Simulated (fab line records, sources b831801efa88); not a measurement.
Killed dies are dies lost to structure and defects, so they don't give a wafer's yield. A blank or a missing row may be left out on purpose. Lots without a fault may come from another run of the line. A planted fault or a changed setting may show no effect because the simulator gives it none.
Problem report in the 8D (eight disciplines) form, filled by code | flow sky130 | the parts of the form that need people (team, actions taken, sign-off) are left out

1. THE PROBLEM
killed_at_other at SKY_PAD_OPEN_PROBE_99 reads a mean of 25.7 on 6 wafers of 2 lots; wafers without a fault read 0.3 with a standard deviation of 0.55. That is +46 standard deviations from the usual mean.
First seen on wafer L507.3, day 48 02:48, on prober-02. The record holds 9 wafers of 3 lots with a number at this step. Rule for "out", or "out of limits": more than 4 standard deviations from the usual mean. The other wafers with a number count as sound.

2. WHAT IT IS AND WHAT IT IS NOT
question                    | is                     | is not
which readings at this step | killed_at_other        | killed_at_M4_up, killed_at_contacts, killed_at_front_end, killed_open, sort_bin_5_function, sort_bin_6_memory
which lots                  | L507, L513             | L519
which wafers of those lots  | all that have a number | -
read on which tools         | prober-01, prober-02   | -
when                        | from day 48 02:48      | up to then (0 sound wafers); but 3 sound wafers of L519 came after

3. SUSPECTS, AND WHAT RULES EACH OUT
Counting: a tool at a process step up to the reading stays a suspect if it ran every lot that is out and no sound lot after the first of them.
- pvd_sputter-01 at SKY_METAL5_SPUTTER_04 (material TiN, target thk 70 nm, time 58.3 s): kept. It ran every lot that is out, first L507 (day 45 10:10), and no sound lot after that.
- pecvd-02 at SKY_PASSIVATION_CVD_02 (deposits Si3N4, target thk 540 nm): kept. It ran every lot that is out, first L507 (day 46 08:20), and no sound lot after that.
Left after counting: pvd_sputter-01 at SKY_METAL5_SPUTTER_04, pecvd-02 at SKY_PASSIVATION_CVD_02.

4. THE CAUSE (what the simulator had put in)
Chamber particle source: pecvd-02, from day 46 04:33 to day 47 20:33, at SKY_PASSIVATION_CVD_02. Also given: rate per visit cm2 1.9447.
Counting left 2 suspects, and this tool is among them.

5. THE CHAIN OF EFFECTS, in route order
Each row: a reading whose mean over the struck wafers that have a number lies more than 3 standard deviations from the usual. Only readings for which the record gives a usual standard deviation are gone through. hours: the time from each lot's start at the first step in this table that gives one to its start at this step, as a median over the lots. sigmas: the change in usual standard deviations.
hours | step                  | reading              | usual | on struck wafers | change | sigmas
0     | SKY_PAD_OPEN_PROBE_99 | killed_at_other      | 0.3   | 25.7             | +25.4  | +46
0     | SKY_PAD_OPEN_PROBE_99 | sort_bin_3_pad_short | 0.8 % | 2.5              | +1.7   | +4.2
The process steps in it:
- SKY_PAD_OPEN_PROBE_99

6. WHAT WOULD HAVE CAUGHT IT SOONER
In this record the first reading out of limits was taken at day 48 02:48, 46 hours after the fault began at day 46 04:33.
Of the tool readings at SKY_PASSIVATION_CVD_02 for which the record gives a usual standard deviation, none was out on any struck wafer, so an alarm limit of 4 standard deviations on them would not have fired.
All the lots that are out (2) had begun SKY_PASSIVATION_CVD_02 on pecvd-02 by day 48 02:48. A hold on the tool at that time would have spared none of them.
